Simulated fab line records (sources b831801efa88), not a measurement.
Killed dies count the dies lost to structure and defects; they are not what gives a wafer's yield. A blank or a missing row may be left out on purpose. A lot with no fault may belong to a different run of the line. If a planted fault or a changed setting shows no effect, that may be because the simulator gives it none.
What tool caused it? / flow sfq_line / 14 lots, 42 wafers sampled, at 2 steps of a route of 325

## WHAT THE GAUGES SHOWED, per wafer
SFQ_M4_RS_MEAS_924: the measuring method here is four-point-probe. Usual: M4_NB_RS 0.888 ohm/sq, standard deviation 0.011.
lot=L838; measured=day 49 12:45; on=film_metro-03; M4_NB_RS (ohm/sq)=0.879 0.877 0.888; flag=
lot=L840; measured=day 49 19:56; on=film_metro-03; M4_NB_RS (ohm/sq)=0.891 0.889 0.887; flag=
lot=L842; measured=day 50 00:46; on=film_metro-02; M4_NB_RS (ohm/sq)=0.883 0.885 0.884; flag=
lot=L843; measured=day 50 04:28; on=film_metro-02; M4_NB_RS (ohm/sq)=0.896 0.907 0.895; flag=
lot=L844; measured=day 50 05:43; on=film_metro-04; M4_NB_RS (ohm/sq)=0.898 0.900 0.918; flag=
lot=L845; measured=day 50 08:04; on=film_metro-02; M4_NB_RS (ohm/sq)=0.881 0.873 0.867; flag=
lot=L846; measured=day 50 10:28; on=film_metro-03; M4_NB_RS (ohm/sq)=0.888 0.890 0.894; flag=
lot=L850; measured=day 50 23:11; on=film_metro-02; M4_NB_RS (ohm/sq)=0.903 0.891 0.904; flag=
lot=L851; measured=day 50 23:47; on=film_metro-04; M4_NB_RS (ohm/sq)=0.879 0.886 0.882; flag=
lot=L852; measured=day 51 00:59; on=film_metro-02; M4_NB_RS (ohm/sq)=0.889 0.891 0.891; flag=
lot=L853; measured=day 51 04:35; on=film_metro-04; M4_NB_RS (ohm/sq)=0.899 0.883 0.908; flag=
lot=L856; measured=day 51 08:11; on=film_metro-03; M4_NB_RS (ohm/sq)=0.814 0.823 0.807; flag=OFF
lot=L860; measured=day 52 10:44; on=film_metro-02; M4_NB_RS (ohm/sq)=0.888 0.877 0.885; flag=
lot=L861; measured=day 52 13:06; on=film_metro-02; M4_NB_RS (ohm/sq)=0.820 0.807 0.824; flag=OFF

## WHAT TOOL EACH LOT RAN ON (gives the tool, then ch and the chambers of the sampled wafers, and finally the start)
lot=L838; SFQ_TRILAYER_M4_DEP_SPUTTER_091=pvd_sputter-06, day 49 12:38
lot=L840; SFQ_TRILAYER_M4_DEP_SPUTTER_091=pvd_sputter-04, day 49 19:50
lot=L842; SFQ_TRILAYER_M4_DEP_SPUTTER_091=pvd_sputter-04, day 50 00:38
lot=L843; SFQ_TRILAYER_M4_DEP_SPUTTER_091=pvd_sputter-06, day 50 04:22
lot=L844; SFQ_TRILAYER_M4_DEP_SPUTTER_091=pvd_sputter-03, day 50 05:34
lot=L845; SFQ_TRILAYER_M4_DEP_SPUTTER_091=pvd_sputter-04, day 50 07:58
lot=L846; SFQ_TRILAYER_M4_DEP_SPUTTER_091=pvd_sputter-06, day 50 10:22
lot=L850; SFQ_TRILAYER_M4_DEP_SPUTTER_091=pvd_sputter-03, day 50 23:05
lot=L851; SFQ_TRILAYER_M4_DEP_SPUTTER_091=pvd_sputter-04, day 50 23:41
lot=L852; SFQ_TRILAYER_M4_DEP_SPUTTER_091=pvd_sputter-06, day 51 00:53
lot=L853; SFQ_TRILAYER_M4_DEP_SPUTTER_091=pvd_sputter-03, day 51 04:29
lot=L856; SFQ_TRILAYER_M4_DEP_SPUTTER_091=pvd_sputter-03, day 51 08:05
lot=L860; SFQ_TRILAYER_M4_DEP_SPUTTER_091=pvd_sputter-06, day 52 10:37
lot=L861; SFQ_TRILAYER_M4_DEP_SPUTTER_091=pvd_sputter-03, day 52 13:01
- SFQ_TRILAYER_M4_DEP_SPUTTER_091: material Nb, target thk 200 nm, time 133.3 s.

## AS READ BY THE TOOLS THEMSELVES (means over the sampled wafers that have a number; for cases with no such wafer, the mark the record gives instead)
SFQ_TRILAYER_M4_DEP_SPUTTER_091. Usual: cathode_dc_power_W 2000.0 W, standard deviation 0.37; throttle_valve_pct 30.1 %, standard deviation 1.3.
lot=L838; tool=pvd_sputter-06; cathode_dc_power_W (W)=1999.8; throttle_valve_pct (%)=29.3; flag=
lot=L840; tool=pvd_sputter-04; cathode_dc_power_W (W)=2000.1; throttle_valve_pct (%)=30.9; flag=
lot=L842; tool=pvd_sputter-04; cathode_dc_power_W (W)=1999.8; throttle_valve_pct (%)=31.2; flag=
lot=L843; tool=pvd_sputter-06; cathode_dc_power_W (W)=1999.7; throttle_valve_pct (%)=30.1; flag=
lot=L844; tool=pvd_sputter-03; cathode_dc_power_W (W)=2000.1; throttle_valve_pct (%)=30.1; flag=
lot=L845; tool=pvd_sputter-04; cathode_dc_power_W (W)=2000.4; throttle_valve_pct (%)=31.0; flag=
lot=L846; tool=pvd_sputter-06; cathode_dc_power_W (W)=1999.8; throttle_valve_pct (%)=30.6; flag=
lot=L850; tool=pvd_sputter-03; cathode_dc_power_W (W)=2000.1; throttle_valve_pct (%)=30.9; flag=
lot=L851; tool=pvd_sputter-04; cathode_dc_power_W (W)=1999.9; throttle_valve_pct (%)=31.1; flag=
lot=L852; tool=pvd_sputter-06; cathode_dc_power_W (W)=2000.0; throttle_valve_pct (%)=29.9; flag=
lot=L853; tool=pvd_sputter-03; cathode_dc_power_W (W)=2000.3; throttle_valve_pct (%)=30.2; flag=
lot=L856; tool=pvd_sputter-03; cathode_dc_power_W (W)=2205.9; throttle_valve_pct (%)=30.3; flag=OFF
lot=L860; tool=pvd_sputter-06; cathode_dc_power_W (W)=2000.1; throttle_valve_pct (%)=29.0; flag=
lot=L861; tool=pvd_sputter-03; cathode_dc_power_W (W)=2205.6; throttle_valve_pct (%)=30.5; flag=OFF

## THE ANSWER, worked out from the rows above alone
Rule: a lot counts as off when the mean over its wafers that have a number is more than 3 standard deviations away from the usual mean. A lot without any number at a reading at which 4 lots or more have one is off too. All remaining lots with rows at the step are treated as sound. The gauges are gone through in route order, then the tools' own readings, and for those a lot's mean is taken as printed above. The first step at which some lot is off is used, and at that step the reading that is off furthest; a lot without a number counts as furthest.
Off: L856, L861, at SFQ_M4_RS_MEAS_924 (M4_NB_RS).
If a tool, at a process step before that reading, ran all the lots that are off and no sound lot after the first of them, it fits. The gauges at SFQ_M4_RS_MEAS_924 aren't tried: what is off there is off at SFQ_TRILAYER_M4_DEP_SPUTTER_091 too, on other tools, and a gauge's error can't cause that. One candidate fits, namely pvd_sputter-03 at SFQ_TRILAYER_M4_DEP_SPUTTER_091. Its last sound lot is L853 (day 51 04:29), its first lot that is off L856 (day 51 08:05): a fault that began between those two fits.
On the lots that are off, the tool's own readings at SFQ_TRILAYER_M4_DEP_SPUTTER_091 differ by more than 5 times the standard deviation of the sound lots' means, which bears it out; cathode_dc_power_W reads 2205.8 W there versus 2000.0 W on the sound lots.

## WHAT THE SIMULATOR HAD INSERTED
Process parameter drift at SFQ_TRILAYER_M4_DEP_SPUTTER_091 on pvd_sputter-03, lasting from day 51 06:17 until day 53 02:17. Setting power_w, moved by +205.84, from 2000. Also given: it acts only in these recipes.
Lots struck among those shown: L856, L861. The rule above found the same.
